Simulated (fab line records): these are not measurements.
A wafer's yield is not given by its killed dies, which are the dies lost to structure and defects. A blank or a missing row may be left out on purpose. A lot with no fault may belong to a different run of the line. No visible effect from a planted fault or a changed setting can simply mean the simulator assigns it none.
A single fault, viewed from 2 desks    flow gf180mcu    what lay behind the numbers comes last; until then each desk has only its own

## DESK OF THE TOOL OWNER: pvd_sputter-02
At GF_SALICIDE_SPUTTER_03 (material TiN, target thk 20 nm, time 16.7 s) the tool's own readings: per lot run on this tool, the mean of the sampled wafers that have a number. A lot is out of limits, marked OUT, if its mean lies more than 4 standard deviations from the usual mean; the brackets give that distance.
Columns: A = chamber_pressure_pa at GF_SALICIDE_SPUTTER_03, usual 0.4001 Pa; B = throttle_valve_pct at GF_SALICIDE_SPUTTER_03, usual 30.2 %
lot   first seen here  A       B
L952  day 15 12:05     0.3997  29.6
L957  day 17 04:02     0.4001  29.5
L958  day 17 12:02     0.3997  29.6
L959  day 17 22:36     0.4007  30.0
L960  day 18 08:46     0.4003  29.6
L963  day 19 09:25     0.3995  29.5
L973  day 22 20:58     0.3991  30.1
L974  day 23 06:07     0.3997  29.4
This desk's verdict: no lot among the 8 shows anything out of limits.

## FROM THE METROLOGY DESK
Lot by lot, what the gauges showed, no matter which tool ran the lot: averages of those sampled wafers that carry a number. A lot is out of limits, marked OUT, if its mean lies more than 4 standard deviations from the usual mean; the brackets give that distance.
Columns: A = NSD_OVL at GF_NSD_OVL_MEAS_08, usual 2.1 nm; B = NSD_TW at GF_NSD_TW_MEAS_12, usual 4277; C = SALICIDE_TIN_THK at GF_SALICIDE_THK_MEAS_05, usual 19.78 nm
lot   first seen here  A     B     C
L952  day 13 16:37     0.3   4272  19.77
L956  day 15 03:28     2.5   4261  19.76
L957  day 15 05:58     2.4   4266  19.53
L958  day 15 13:55     1.8   4299  20.06
L959  day 15 23:34     3.9   4253  20.06
L960  day 16 09:14     3.7   4265  20.41
L963  day 17 08:04     2.6   4300  21.00 (+4.3) OUT
L964  day 18 00:46     1.8   4287  19.55
L969  day 19 22:19     0.9   4284  19.83
L970  day 20 02:46     -0.3  4261  20.09
L971  day 20 13:55     1.9   4306  19.39
L973  day 20 21:14     2.2   4245  20.06
L974  day 21 06:07     3.5   4252  20.00
This desk's result: L963 out of limits, first on L963 (SALICIDE_TIN_THK at GF_SALICIDE_THK_MEAS_05), day 19 09:34. L952, L956, L957, L958, L959, L960, L964, L969, L970, L971, L973, L974: within limits.

## ALL TOGETHER
Metrology desk: alarm possible at day 19 09:34 on L963.
Nothing out of limits was seen by the tool owner's desk.
On record at the tool owner's desk: L963, within its limits.
On pvd_sputter-02, each named lot ran GF_SALICIDE_SPUTTER_03.

## WHAT THE SIMULATOR PUT IN
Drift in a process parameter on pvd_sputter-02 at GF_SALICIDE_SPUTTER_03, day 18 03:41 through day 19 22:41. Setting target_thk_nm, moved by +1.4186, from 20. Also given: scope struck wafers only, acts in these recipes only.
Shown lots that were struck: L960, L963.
Delay in hours, fault start to first out-of-limits reading, per desk: metrology desk 30.
